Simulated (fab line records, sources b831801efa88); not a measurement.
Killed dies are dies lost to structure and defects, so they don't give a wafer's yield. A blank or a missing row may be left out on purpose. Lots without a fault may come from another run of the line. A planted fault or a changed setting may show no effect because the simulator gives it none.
Problem report in the 8D (eight disciplines) form, filled by code | flow sfq_line | the parts of the form that need people (team, actions taken, sign-off) are left out

1. THE PROBLEM
M2_NB_RS at SFQ_M2_RS_MEAS_914 reads a mean of 1.132 ohm/sq on 3 wafers of 2 lots; wafers without a fault read 0.891 ohm/sq with a standard deviation of 0.01. That is +24 standard deviations from the usual mean.
The step: measures by four-point-probe.
First seen on wafer L478.2, day 26 16:07, on film_metro-01. The record holds 42 wafers of 14 lots with a number at this step. Rule for "out", or "out of limits": more than 4 standard deviations from the usual mean. The other wafers with a number count as sound.

2. WHAT IT IS AND WHAT IT IS NOT
question                    | is                     | is not
which readings at this step | M2_NB_RS               | -
which lots                  | L478, L479             | L468, L469, L470, L475, L483, L484, L485, L487, L488, L489, L490, L491
which wafers of those lots  | L478.2, L478.4, L479.4 | L478.6, L479.5, L479.6
read on which gauges        | film_metro-01          | film_metro-02, film_metro-03
when                        | from day 26 16:07      | up to then (13 sound wafers); but 26 sound wafers of L479, L483, L484, L485, L487, L488, L489, L490, L491 came after

3. SUSPECTS, AND WHAT RULES EACH OUT
Counting: a tool at a process step up to the reading stays a suspect if it ran every lot that is out. Sound lots after the first of them don't rule it out here, since some wafers of a struck lot are sound.
- the gauge at SFQ_M2_RS_MEAS_914: ruled out. All the wafers that are out were read on film_metro-01, but those of them that SFQ_TRILAYER_M2_ETCH_METAL_ETCH_060 has rows for are out there too, on other tools.
- pvd_sputter-03 at SFQ_TRILAYER_M2_DEP_SPUTTER_055 (material Nb, target thk 200 nm, time 133.3 s): kept. It ran every lot that is out, first L478 (day 26 16:00); its last sound lot up to then is L468 (day 16 10:00).
Left after counting: pvd_sputter-03 at SFQ_TRILAYER_M2_DEP_SPUTTER_055.

4. THE CAUSE (what the simulator had put in)
Process parameter drift: pvd_sputter-03, from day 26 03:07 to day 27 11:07, at SFQ_TRILAYER_M2_DEP_SPUTTER_055. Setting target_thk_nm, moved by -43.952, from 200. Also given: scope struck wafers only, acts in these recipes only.
Counting left only this tool.

5. THE CHAIN OF EFFECTS, in route order
Each row: a reading whose mean over the struck wafers that have a number lies more than 3 standard deviations from the usual. Only readings for which the record gives a usual standard deviation are gone through. hours: the time from each lot's start at the first step in this table that gives one to its start at this step, as a median over the lots. sigmas: the change in usual standard deviations.
hours | step                                | reading        | usual        | on struck wafers | change | sigmas
0     | SFQ_M2_RS_MEAS_914                  | M2_NB_RS       | 0.891 ohm/sq | 1.132            | +0.241 | +24
155   | SFQ_TRILAYER_M2_ETCH_METAL_ETCH_060 | oes_product_au | 0.894 a.u.   | 0.784            | -0.110 | -16
The process steps in it:
- SFQ_TRILAYER_M2_ETCH_METAL_ETCH_060: etches Nb in Cl2/Ar, stops on SiO2, target depth 240 nm, time 120 s.
Later measuring or inspecting steps at which every struck wafer that the step has a row for has a number for every such reading, and none has moved that far: SFQ_M2_OVL_MEAS_916.

6. WHAT WOULD HAVE CAUGHT IT SOONER
In this record the first reading out of limits at a measuring or inspecting step was taken at day 26 16:07, 13 hours after the fault began at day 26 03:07.
Of the tool readings at SFQ_TRILAYER_M2_DEP_SPUTTER_055 for which the record gives a usual standard deviation, none was out on any struck wafer, so an alarm limit of 4 standard deviations on them would not have fired.
Of the lots that are out (2), L479 began SFQ_TRILAYER_M2_DEP_SPUTTER_055 on pvd_sputter-03 after day 26 16:07. A hold on the tool at that time would have spared it.
